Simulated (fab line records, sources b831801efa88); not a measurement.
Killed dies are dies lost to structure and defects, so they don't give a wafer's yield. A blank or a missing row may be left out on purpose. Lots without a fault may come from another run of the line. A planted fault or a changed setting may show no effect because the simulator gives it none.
fab line records | flow sky130 | part 1 of 2: steps 1 to 24 of 33
record lots=5 wafers=15 last_day=50
route steps=708 shown VIA3@584 METAL4@598 CAP2M@603
lots that met no fault: from a run of the same line without faults
start_h: hours from the record's first day to the start of the lot's first wafer shown | wait_h: hours since the lot's step before | " the same as in the row above | L1.1+2: a row that stands for several wafers | - no value, or no start given | * or withheld: withheld | < > ~ a bound
route shown NAME@n: a module of which the file shows steps, and the number in the route of the first | usual: mean/standard deviation of fault-free wafers | same: alike in all rows | chamber/n: place in a boat | sites: the reading at each site | _std_site: their standard deviation | _edge_site: outer sites' mean less inner sites' | radius_mm: how far each site lies from the wafer's centre | mask NAME#n: copy n | behind: the tool/chamber that last shaped the wafer | hold: why the lot was held/for how many hours/how that ended | device: the transistor (n, p or np) that didn't switch | end of line: the same wafers' tests at the end of the route | a step without rows: its recipe alone | killed: dies lost to structure and defects at the first sort, not the wafer's yield | map: a wafer's dies, x killed, . not, _ none there
set.NAME: the setting as run; set.NAME@STEP: as run at that earlier step | model.NAME: the simulator's own value behind a step, which no gauge read
lots at some steps of the route; a table a step, a row a wafer
services: from which hour (start_h, from the record's first day; less than 0 if before it) a tool's chamber was out of use, for how many hours, and why
## steps
# step SKY_VIA3_DEVELOP_11
# recipe develop_time_s=60 resist=KrF-thick dev_temp_c=21
# usual exhaust_pa=44.8/0.93
# columns lot.wafer tool chamber start_h wait_h exhaust_pa
L075.2 litho_track-03 0 - - 43.8
L075.3 " 0 " " 43.7
L075.4 " 0 " " 44.8
L079.1 litho_track-03 0 - - 44.0
L079.2 " 0 " " 46.6
L079.4 " 0 " " 45.3
L087.1 litho_track-01 0 - - 44.4
L087.3 " 0 " " 45.3
L087.6 " 0 " " 46.7
L093.2 litho_track-01 0 - - 45.0
L093.5 " 0 " " 44.5
L093.6 " 0 " " 44.8
L094.1 litho_track-03 0 - - 45.2
L094.3 " 0 " " 44.5
L094.6 " 0 " " 46.0
# step SKY_VIA3_CD_MEAS_12
# recipe target_cd_nm=200
# usual cd_nm=199.7/1.5
# columns lot.wafer tool chamber start_h wait_h cd_nm
L075.2 cd_sem-02 - 934.08 - 199.7
L075.3 " - " " 200.5
L075.4 " - " " 199.9
L079.1 cd_sem-01 - 980.06 - 199.8
L079.2 " - " " 198.9
L079.4 " - " " 199.3
L087.1 cd_sem-01 - 1023.41 - 200.8
L087.3 " - " " 200.9
L087.6 " - " " 200.7
L093.2 cd_sem-01 - 1059.93 - 199.4
L093.5 " - " " 198.8
L093.6 " - " " 199.1
L094.1 cd_sem-02 - 1071.56 - 199.4
L094.3 " - " " 199.9
L094.6 " - " " 201.2
# step SKY_VIA3_OVL_MEAS_13
# usual VIA3_OVL=0/5.8
# columns lot.wafer tool chamber start_h wait_h VIA3_OVL[nm]
L075.2 overlay-01 - 934.19 0.1 -7
L075.3 " - " " -8
L075.4 " - " " -6
L079.1 overlay-01 - 980.18 0.1 -2
L079.2 " - " " -1
L079.4 " - " " 1
L087.1 overlay-02 - 1023.53 0.1 -11
L087.3 " - " " -2
L087.6 " - " " 8
L093.2 overlay-02 - 1060.04 0.1 -1
L093.5 " - " " -4
L093.6 " - " " -4
L094.1 overlay-01 - 1071.68 0.1 3
L094.3 " - " " 4
L094.6 " - " " -1
# step SKY_VIA3_ETCH_14
# recipe chemistry=N2/H2 target=BARC ion_energy_ev=200 source_w=500 bias_w=100 pressure_mtorr=30 n2_flow_sccm=100 h2_flow_sccm=200 stop_on=SiO2 time_s=45.9 target_depth_a=600
# usual drypump_motor_current_A=5.8/0.39 oes_product_au=0.855/0.0049 throttle_valve_pct=13.226/0.009
# columns lot.wafer tool chamber start_h wait_h drypump_motor_current_A oes_product_au rf_hours_counter_h throttle_valve_pct
L075.2 rie_diel-02 2 934.22 0.0 6.0 0.843 0 13.226
L075.3 " 3 " " 5.6 0.850 13 13.207
L075.4 " 1 " " 6.2 0.853 15 13.218
L079.1 rie_diel-02 3 980.22 0.0 5.7 0.857 14 13.215
L079.2 " 0 " " 5.3 0.852 16 13.227
L079.4 " 2 " " 6.0 0.860 2 13.228
L087.1 rie_diel-04 3 1023.57 0.0 5.8 0.857 27 13.231
L087.3 " 0 " " 6.0 0.850 18 13.239
L087.6 " 2 " " 6.3 0.848 - 13.237
L093.2 rie_diel-02 3 1060.07 0.0 5.7 0.854 17 13.225
L093.5 " 2 " " 6.0 0.852 - 13.230
L093.6 " 1 " " 6.2 0.858 - 13.223
L094.1 rie_diel-03 2 1071.72 0.0 6.3 0.852 16 13.224
L094.3 " 1 " " 5.7 0.852 - 13.248
L094.6 " 2 " " 6.3 0.860 - 13.225
# step SKY_VIA3_ETCH_15
# recipe target=SiO2 chemistry=C4F8/O2/Ar target_depth_nm=507 stop_on=TiN mask_material=KrF-thick source_w=1500 bias_w=1200 pressure_mtorr=40 c4f8_flow_sccm=withheld O2_flow_sccm=6 Ar_flow_sccm=300 time_s=78
# usual oes_product_au=0.946/0.0047
# columns lot.wafer tool chamber start_h wait_h oes_product_au rf_hours_counter_h
L075.2 rie_diel-02 2 934.26 0.0 0.944 0
L075.3 " 3 " " 0.944 13
L075.4 " 1 " " 0.940 15
L079.1 rie_diel-02 3 980.26 0.0 0.950 14
L079.2 " 0 " " 0.946 16
L079.4 " 2 " " 0.952 2
L087.1 rie_diel-04 3 1023.61 0.0 0.942 27
L087.3 " 0 " " 0.946 18
L087.6 " 2 " " 0.944 -
L093.2 rie_diel-02 3 1060.11 0.0 0.949 17
L093.5 " 2 " " 0.948 -
L093.6 " 1 " " 0.940 -
L094.1 rie_diel-03 2 1071.78 0.0 0.947 16
L094.3 " 1 " " 0.944 -
L094.6 " 2 " " 0.937 -
# step SKY_VIA3_STRIP_16
# recipe chemistry=O2/N2 power_w=1400 pressure_mtorr=1500 platen_temp_c=withheld o2_flow_sccm=3000 n2_flow_sccm=300 overash_fraction=0.5
# usual drypump_motor_current_A=5.8/0.39 oes_product_au=0.402/0.0046 strip_time_to_endpoint_s=4.129/0.025
# columns lot.wafer tool chamber start_h wait_h drypump_motor_current_A oes_product_au rf_hours_counter_h strip_time_to_endpoint_s
L075.2 plasma_asher-03 0 934.32 0.0 6.0 0.409 114 4.159
L075.3 " 1 " " 5.6 0.400 - 4.166
L075.4 " 0 " " 5.9 0.400 - 4.148
L079.1 plasma_asher-03 1 980.32 0.0 5.6 0.409 118 4.183
L079.2 " 0 " " 5.9 0.405 118 4.146
L079.4 " 0 " " 6.0 0.403 - 4.185
L087.1 plasma_asher-03 0 1023.67 0.0 6.0 0.398 123 4.112
L087.3 " 1 " " 5.6 0.396 - 4.138
L087.6 " 1 " " 5.6 0.408 - 4.131
L093.2 plasma_asher-04 0 1060.17 0.0 5.9 0.404 31 4.144
L093.5 " 0 " " 6.0 0.399 - 4.129
L093.6 " 1 " " 5.2 0.402 - 4.101
L094.1 plasma_asher-04 0 1071.87 0.1 6.0 0.409 33 4.116
L094.3 " 0 " " 5.9 0.398 - 4.126
L094.6 " 0 " " 5.9 0.402 - 4.130
# step SKY_VIA3_STRIP_17
# recipe chemistry=post_etch_residue_remover time_s=1200 temp_c=72.5
# columns lot.wafer tool chamber start_h wait_h
L075.2+3+4 wet_bench-03 0 934.42 0.1
L079.1+2+4 wet_bench-03 1 980.42 0.1
L087.1+3+6 wet_bench-04 2 1023.77 0.1
L093.2+5+6 wet_bench-03 2 1060.27 0.1
L094.1+3+6 wet_bench-03 1 1071.97 0.1
# step SKY_VIA3_CLEAN_18
# recipe chemistry=IPA time_s=180 temp_c=25
# columns lot.wafer tool chamber start_h wait_h
L075.2+3+4 wet_bench-01 2 934.76 0.0
L079.1+2+4 wet_bench-04 2 980.76 0.0
L087.1+3+6 wet_bench-01 1 1024.11 0.0
L093.2+5+6 wet_bench-04 1 1060.64 0.0
L094.1+3+6 wet_bench-04 3 1072.31 0.0
# step SKY_VIA3_CLEAN_19
# recipe chemistry=O3/DIW dry=n2_spin
# columns lot.wafer tool chamber start_h wait_h
L075.2+3+4 wet_bench-04 3 934.82 0.0
L079.1+2+4 wet_bench-01 0 980.82 0.0
L087.1+3+6 wet_bench-03 1 1024.17 0.0
L093.2+5+6 wet_bench-01 3 1060.71 0.0
L094.1+3+6 wet_bench-01 0 1072.38 0.0
# step SKY_VIA3_SPUTTER_20
# recipe material=TiN target_thk_nm=20 chamber_pressure_pa=5 power_w=4000 time_s=80
# usual cathode_dc_power_W=4000.0/0.82 throttle_valve_pct=29.9/0.72
# columns lot.wafer tool chamber start_h wait_h cathode_dc_power_W throttle_valve_pct
L075.2 pvd_sputter-01 - 934.92 0.0 4000.3 29.8
L075.3 " - " " 3998.8 28.8
L075.4 " - " " 4000.3 29.5
L079.1 pvd_sputter-02 - 980.91 0.0 4000.0 30.5
L079.2 " - " " 4000.3 31.3
L079.4 " - " " 4001.6 30.6
L087.1 pvd_sputter-04 - 1024.26 0.0 4000.2 28.8
L087.3 " - " " 3999.9 30.2
L087.6 " - " " 3998.9 30.6
L093.2 pvd_sputter-01 - 1060.80 0.0 4000.9 28.7
L093.5 " - " " 4000.7 28.9
L093.6 " - " " 4000.7 29.6
L094.1 pvd_sputter-01 - 1072.47 0.0 3999.8 29.0
L094.3 " - " " 3999.8 29.5
L094.6 " - " " 4001.0 28.9
# step SKY_VIA3_CVD_21
# recipe material=W target_thk_nm=390 time_s=117.31 temp_c=400 pressure_torr=40
# usual chamber_pressure_Torr=40.00/0.09 heater_power_w=848/73
# columns lot.wafer tool chamber start_h wait_h chamber_pressure_Torr heater_power_w
L075.2 cvd_w-02 0 935.02 0.1 39.93 710
L075.3 " 0 " " 40.01 730
L075.4 " 0 " " 39.92 723
L079.1 cvd_w-01 0 980.97 0.0 40.02 905
L079.2 " 1 " " 39.97 868
L079.4 " 1 " " 40.01 854
L087.1 cvd_w-01 1 1024.32 0.0 40.06 889
L087.3 " 0 " " 40.04 915
L087.6 " 0 " " 39.96 933
L093.2 cvd_w-01 1 1060.86 0.0 39.91 864
L093.5 " 1 " " 40.00 864
L093.6 " 0 " " 40.09 905
L094.1 cvd_w-02 1 1072.53 0.0 39.96 878
L094.3 " 1 " " 39.97 893
L094.6 " 1 " " 39.89 886
# step SKY_VIA3_RS_MEAS_22
# recipe thk_meas_gauge=four-point-probe reads=W_of_VIA3_CVD_21+TiN_of_VIA3_SPUTTER_20
# usual VIA3_W_RS=0.292/0.003
# columns lot.wafer tool chamber start_h wait_h VIA3_W_RS[ohm/sq]
L075.2 film_metro-02 - 935.24 0.2 0.288
L075.3 " - " " 0.288
L075.4 " - " " 0.286
L079.1 film_metro-01 - 981.09 0.1 0.292
L079.2 " - " " 0.293
L079.4 " - " " 0.295
L087.1 film_metro-03 - 1024.45 0.1 0.289
L087.3 " - " " 0.291
L087.6 " - " " 0.288
L093.2 film_metro-01 - 1061.00 0.1 0.297
L093.5 " - " " 0.294
L093.6 " - " " 0.293
L094.1 film_metro-02 - 1072.65 0.1 0.293
L094.3 " - " " 0.295
L094.6 " - " " 0.297
# step SKY_VIA3_THK_MEAS_23
# recipe thk_meas_gauge=xrf reads=W_of_VIA3_CVD_21
# usual VIA3_W_THK=402/6.2
# columns lot.wafer tool chamber start_h wait_h VIA3_W_THK[nm]
L075.2 film_metro-02 - 935.35 0.1 405
L075.3 " - " " 407
L075.4 " - " " 408
L079.1 film_metro-01 - 981.21 0.1 398
L079.2 " - " " 397
L079.4 " - " " 395
L087.1 film_metro-03 - 1024.57 0.1 411
L087.3 " - " " 407
L087.6 " - " " 416
L093.2 film_metro-01 - 1061.11 0.1 394
L093.5 " - " " 398
L093.6 " - " " 397
L094.1 film_metro-02 - 1072.77 0.1 395
L094.3 " - " " 397
L094.6 " - " " 395
# step SKY_VIA3_CMP_24
# recipe stop_on=SiO2 t_overpolish_s=20 down_force_psi=3.5 platen_rpm=60 target_thk_nm=0 pad_velocity_m_s=0.94248
# usual motor_current_A=11.3/1.1 overpolish_run_s=19.999/0.0086 time_to_endpoint_s=95/4
# columns lot.wafer tool chamber start_h wait_h motor_current_A overpolish_run_s time_to_endpoint_s
L075.2 cmp-01 2 935.40 0.0 9.3 20.008 98
L075.4 " 0 " " 11.1 20.001 99
L075.3 " 1 " " 12.7 19.999 96
L079.4 cmp-01 2 981.27 0.0 9.4 20.011 87
L079.1 " 0 " " 11.7 19.995 94
L079.2 " 1 " " 12.5 20.005 91
L087.1 cmp-02 2 1024.68 0.1 11.2 19.998 100
L087.3 " 0 " " 11.4 20.000 104
L087.6 " 2 " " 11.6 20.004 101
L093.2 cmp-01 0 1061.16 0.0 11.7 20.001 91
L093.5 " 0 " " 12.1 20.015 92
L093.6 " 1 " " 12.2 19.998 88
L094.3 cmp-01 1 1072.93 0.1 12.5 19.988 87
L094.1 " 2 " " 9.2 20.018 91
L094.6 " 3 " " 11.5 20.004 93
# step SKY_METAL4_SPUTTER_00
# recipe material=Ti target_thk_nm=15 power_w=3000 time_s=10 chamber_pressure_pa=0.4
# usual cathode_dc_power_W=3000.1/0.57 throttle_valve_pct=30.0/0.8
# columns lot.wafer tool chamber start_h wait_h cathode_dc_power_W throttle_valve_pct
L075.2 pvd_sputter-04 - 935.70 0.2 2999.8 31.0
L075.3 " - " " 2999.6 30.2
L075.4 " - " " 3000.2 29.0
L079.1 pvd_sputter-03 - 981.57 0.1 2999.9 29.4
L079.2 " - " " 3001.1 29.0
L079.4 " - " " 2999.9 29.7
L087.1 pvd_sputter-02 - 1024.93 0.2 2999.9 30.5
L087.3 " - " " 2999.9 30.5
L087.6 " - " " 3000.5 30.8
L093.2 pvd_sputter-03 - 1061.46 0.2 3000.2 31.2
L093.5 " - " " 2999.2 29.0
L093.6 " - " " 2999.9 29.5
L094.1 pvd_sputter-04 - 1073.13 0.1 3000.4 30.7
L094.3 " - " " 2999.9 29.1
L094.6 " - " " 3000.2 31.0
# step SKY_METAL4_SPUTTER_01
# recipe material=TiN target_thk_nm=20 power_w=6500 time_s=16.7 chamber_pressure_pa=0.4
# usual cathode_dc_power_W=6499.8/1.2 throttle_valve_pct=30.1/0.8
# columns lot.wafer tool chamber start_h wait_h cathode_dc_power_W throttle_valve_pct
L075.2 pvd_sputter-04 - 935.72 0.0 6499.8 30.8
L075.3 " - " " 6501.0 30.2
L075.4 " - " " 6499.0 29.1
L079.1 pvd_sputter-03 - 981.60 0.0 6497.6 29.5
L079.2 " - " " 6499.8 28.9
L079.4 " - " " 6498.8 29.6
L087.1 pvd_sputter-02 - 1024.95 0.0 6501.1 30.2
L087.3 " - " " 6500.0 30.2
L087.6 " - " " 6499.0 31.2
L093.2 pvd_sputter-03 - 1061.48 0.0 6499.2 31.2
L093.5 " - " " 6499.0 29.2
L093.6 " - " " 6500.7 29.6
L094.1 pvd_sputter-04 - 1073.15 0.0 6500.5 31.0
L094.3 " - " " 6498.9 29.1
L094.6 " - " " 6500.2 30.7
# step SKY_METAL4_SPUTTER_02
# recipe material=AlCu target_thk_nm=735 power_w=10600 time_s=39.1 chamber_pressure_pa=0.4
# usual cathode_dc_power_W=10600/1.8 throttle_valve_pct=30.0/0.81
# columns lot.wafer tool chamber start_h wait_h cathode_dc_power_W throttle_valve_pct
L075.2 pvd_sputter-04 - 935.75 0.0 10598 30.8
L075.3 " - " " 10598 30.1
L075.4 " - " " 10599 29.2
L079.1 pvd_sputter-03 - 981.62 0.0 10602 29.6
L079.2 " - " " 10602 29.3
L079.4 " - " " 10601 29.4
L087.1 pvd_sputter-02 - 1024.97 0.0 10599 30.3
L087.3 " - " " 10599 30.2
L087.6 " - " " 10600 31.0
L093.2 pvd_sputter-03 - 1061.51 0.0 10600 31.1
L093.5 " - " " 10600 29.2
L093.6 " - " " 10600 29.2
L094.1 pvd_sputter-04 - 1073.18 0.0 10602 30.8
L094.3 " - " " 10602 29.1
L094.6 " - " " 10600 30.8
# step SKY_METAL4_SPUTTER_03
# recipe material=Ti target_thk_nm=5 power_w=3000 time_s=3.3 chamber_pressure_pa=0.4
# usual cathode_dc_power_W=2999.9/0.52 throttle_valve_pct=30.0/0.81
# columns lot.wafer tool chamber start_h wait_h cathode_dc_power_W throttle_valve_pct
L075.2 pvd_sputter-04 - 935.79 0.0 2999.5 31.0
L075.3 " - " " 2999.2 30.0
L075.4 " - " " 3000.1 28.9
L079.1 pvd_sputter-03 - 981.66 0.0 3000.7 29.5
L079.2 " - " " 2999.7 29.4
L079.4 " - " " 2999.4 29.9
L087.1 pvd_sputter-02 - 1025.01 0.0 3000.7 30.5
L087.3 " - " " 2999.0 30.3
L087.6 " - " " 2999.2 31.3
L093.2 pvd_sputter-03 - 1061.55 0.0 2999.5 31.4
L093.5 " - " " 3000.1 29.0
L093.6 " - " " 2999.8 29.5
L094.1 pvd_sputter-04 - 1073.22 0.0 2999.0 30.6
L094.3 " - " " 2999.8 28.9
L094.6 " - " " 3000.0 31.0
# step SKY_METAL4_SPUTTER_04
# recipe material=TiN target_thk_nm=70 power_w=6500 time_s=58.3 chamber_pressure_pa=0.4
# usual cathode_dc_power_W=6499.9/1.1 throttle_valve_pct=30.0/0.8
# columns lot.wafer tool chamber start_h wait_h cathode_dc_power_W throttle_valve_pct
L075.2 pvd_sputter-04 - 935.81 0.0 6502.0 30.6
L075.3 " - " " 6498.9 30.2
L075.4 " - " " 6499.6 29.0
L079.1 pvd_sputter-03 - 981.68 0.0 6500.5 29.5
L079.2 " - " " 6499.0 28.9
L079.4 " - " " 6501.3 29.4
L087.1 pvd_sputter-02 - 1025.03 0.0 6499.4 30.1
L087.3 " - " " 6498.8 30.6
L087.6 " - " " 6498.9 30.9
L093.2 pvd_sputter-03 - 1061.57 0.0 6501.7 31.3
L093.5 " - " " 6499.1 29.0
L093.6 " - " " 6499.0 29.5
L094.1 pvd_sputter-04 - 1073.24 0.0 6497.0 30.7
L094.3 " - " " 6501.7 29.3
L094.6 " - " " 6499.0 30.5
# step SKY_CAP2M_CVD_00
# recipe material=SiO2 target_thk_nm=15.5 temp_c=400 time_s=withheld rf_w=450
# usual heater_power_w=741/91
# columns lot.wafer tool chamber start_h wait_h heater_power_w
L075.2 pecvd-03 0 935.86 0.0 730
L075.3 " 1 " " 622
L075.4 " 2 " " 746
L079.1 pecvd-01 1 981.73 0.0 658
L079.2 " 0 " " 823
L079.4 " 0 " " 832
L087.1 pecvd-01 0 1025.08 0.0 853
L087.3 " 0 " " 827
L087.6 " 2 " " 870
L093.2 pecvd-04 0 1061.62 0.0 677
L093.5 " 1 " " 632
L093.6 " 2 " " 753
L094.1 pecvd-03 0 1073.28 0.0 786
L094.3 " 2 " " 796
L094.6 " 1 " " 594
# step SKY_CAP2M_THK_MEAS_01
# recipe reads=SiO2_of_CAP2M_CVD_00
# usual CAP2M_CVD_00_THK=15.52/0.21
# columns lot.wafer tool chamber start_h wait_h CAP2M_CVD_00_THK[nm]
L075.2 film_metro-03 - 935.89 - 15.21
L075.3 " - " " 15.36
L075.4 " - " " 15.53
L079.1 film_metro-04 - 981.75 - 15.37
L079.2 " - " " 15.32
L079.4 " - " " 15.61
L087.1 film_metro-01 - 1025.11 - 15.36
L087.3 " - " " 15.55
L087.6 " - " " 15.60
L093.2 film_metro-03 - 1061.65 - 15.37
L093.5 " - " " 15.83
L093.6 " - " " 15.51
L094.1 film_metro-04 - 1073.31 - 15.36
L094.3 " - " " 15.90
L094.6 " - " " 15.84
# step SKY_CAP2M_SPUTTER_02
# recipe material=TiN target_thk_nm=200 temp_c=300 power_w=6500 time_s=166.7 chamber_pressure_pa=0.4
# usual cathode_dc_power_W=6500.3/1.2 throttle_valve_pct=29.8/0.78
# columns lot.wafer tool chamber start_h wait_h cathode_dc_power_W throttle_valve_pct
L075.2 pvd_sputter-02 - 935.94 0.0 6501.4 29.1
L075.3 " - " " 6499.5 31.0
L075.4 " - " " 6497.6 30.4
L079.1 pvd_sputter-02 - 981.81 0.1 6501.8 29.3
L079.2 " - " " 6500.9 30.5
L079.4 " - " " 6502.8 30.2
L087.1 pvd_sputter-01 - 1025.17 0.1 6499.5 29.4
L087.3 " - " " 6498.9 28.9
L087.6 " - " " 6501.1 29.8
L093.2 pvd_sputter-02 - 1061.70 0.0 6499.2 30.5
L093.5 " - " " 6499.8 30.6
L093.6 " - " " 6500.3 31.0
L094.1 pvd_sputter-02 - 1073.37 0.1 6499.7 30.7
L094.3 " - " " 6500.8 30.2
L094.6 " - " " 6502.2 30.4
# step SKY_CAP2M_RS_MEAS_03
# recipe thk_meas_gauge=four-point-probe reads=TiN_of_CAP2M_SPUTTER_02
# usual CAP2M_TIN_RS=6.94/0.062
# columns lot.wafer tool chamber start_h wait_h CAP2M_TIN_RS[ohm/sq]
L075.2 film_metro-04 - 936.07 0.1 7.09
L075.3 " - " " 6.99
L075.4 " - " " 7.01
L079.1 film_metro-04 - 981.92 0.1 6.97
L079.2 " - " " 6.86
L079.4 " - " " 6.96
L087.1 film_metro-03 - 1025.28 0.1 6.88
L087.3 " - " " 6.96
L087.6 " - " " 6.95
L093.2 film_metro-01 - 1061.83 0.1 6.94
L093.5 " - " " 6.94
L093.6 " - " " 6.88
L094.1 film_metro-01 - 1073.48 0.1 6.87
L094.3 " - " " 7.01
L094.6 " - " " 6.89
# step SKY_CAP2M_THK_MEAS_04
# recipe thk_meas_gauge=xrf reads=TiN_of_CAP2M_SPUTTER_02
# usual CAP2M_TIN_THK=201.7/2
# columns lot.wafer tool chamber start_h wait_h CAP2M_TIN_THK[nm]
L075.2 film_metro-04 - 936.18 0.1 197.7
L075.3 " - " " 199.8
L075.4 " - " " 199.4
L079.1 film_metro-04 - 982.04 0.1 201.8
L079.2 " - " " 203.1
L079.4 " - " " 200.9
L087.1 film_metro-03 - 1025.40 0.1 202.8
L087.3 " - " " 200.5
L087.6 " - " " 200.9
L093.2 film_metro-01 - 1061.94 0.1 201.4
L093.5 " - " " 201.2
L093.6 " - " " 202.7
L094.1 film_metro-01 - 1073.60 0.1 203.5
L094.3 " - " " 199.5
L094.6 " - " " 203.1
